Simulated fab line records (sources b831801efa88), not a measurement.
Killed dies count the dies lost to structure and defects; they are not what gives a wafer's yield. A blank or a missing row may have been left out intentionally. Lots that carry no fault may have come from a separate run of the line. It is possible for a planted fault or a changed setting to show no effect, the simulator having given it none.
Which tool is to blame? + flow gf180mcu + 6 lots with 17 wafers sampled at 3 steps, on a route of 602 steps

WHAT EACH GAUGE READ, for each wafer
GF_V4_THK_MEAS_03.
| lot  | measured     | on           | V4_CVD_02_THK (nm) |
|------|--------------|--------------|--------------------|
| L172 | day 24 02:20 | filmMetro-03 | 844 848 856        |
| L175 | day 25 07:43 | filmMetro-04 | 848 853 872        |
| L177 | day 25 23:25 | filmMetro-03 | 861 863 857        |
| L179 | day 26 20:59 | filmMetro-04 | 856 856 871        |
| L188 | day 29 07:39 | filmMetro-01 | 861 717            |
| L193 | day 30 18:16 | filmMetro-03 | 835 836 851        |

WHAT TOOL EACH LOT RAN ON (gives the tool, then ch and the chambers of the sampled wafers, and finally the start)
| lot  | GF_V2_CVD_23                 | GF_V4_CVD_02                    |
|------|------------------------------|---------------------------------|
| L172 | cvdW-02 ch 0,1, day 21 00:00 | pecvd-04 ch 0,1,2, day 24 02:15 |
| L175 | cvdW-01 ch 0,1, day 22 06:41 | pecvd-03 ch 0,1, day 25 07:38   |
| L177 | cvdW-02 ch 0,1, day 22 23:10 | pecvd-01 ch 0,1,2, day 25 23:20 |
| L179 | cvdW-02 ch 1, day 23 22:09   | pecvd-03 ch 1,2, day 26 20:55   |
| L188 | cvdW-02 ch 0,1, day 26 15:17 | pecvd-01 ch 1,2, day 29 07:35   |
| L193 | cvdW-01 ch 0,1, day 28 04:14 | pecvd-04 ch 0,1, day 30 18:11   |
- GF_V2_CVD_23: deposits W, target thk 350 nm, time 104.94 s.
- GF_V4_CVD_02: deposits SiO2 from TEOS, target thk 850 nm, time 94.851 s.

THE ANSWER, worked out from the rows above alone
Rule: the usual values come from the lots themselves. Put in order of their means at a reading, lots are off if they are a third of the lots or fewer, leave a main group of 4 or more, and stand apart from it by a gap of 3 or more times the standard deviation of the main group's means; of several such gaps the widest counts. A main group whose means are all the same, to the digits that the tables above print for the reading, isn't used. A lot without any number at a reading at which 4 lots or more have one is off too. Where the step has rows for the other lots, those lots are counted as sound.
Off: L188, seen at GF_V4_THK_MEAS_03 (V4_CVD_02_THK). The main group has a mean of 854 nm with a standard deviation of 7.8.
A tool fits if, at a process step before that reading, it ran every lot that is off, and no sound lot after the first of them. Those tools and the gauges at GF_V4_THK_MEAS_03 are tried in the same way. Can't be told from this: 3 tools fit, cvdW-02 at GF_V2_CVD_23, pecvd-01 at GF_V4_CVD_02, filmMetro-01 at GF_V4_THK_MEAS_03.

WHAT THE SIMULATOR HAD INSERTED
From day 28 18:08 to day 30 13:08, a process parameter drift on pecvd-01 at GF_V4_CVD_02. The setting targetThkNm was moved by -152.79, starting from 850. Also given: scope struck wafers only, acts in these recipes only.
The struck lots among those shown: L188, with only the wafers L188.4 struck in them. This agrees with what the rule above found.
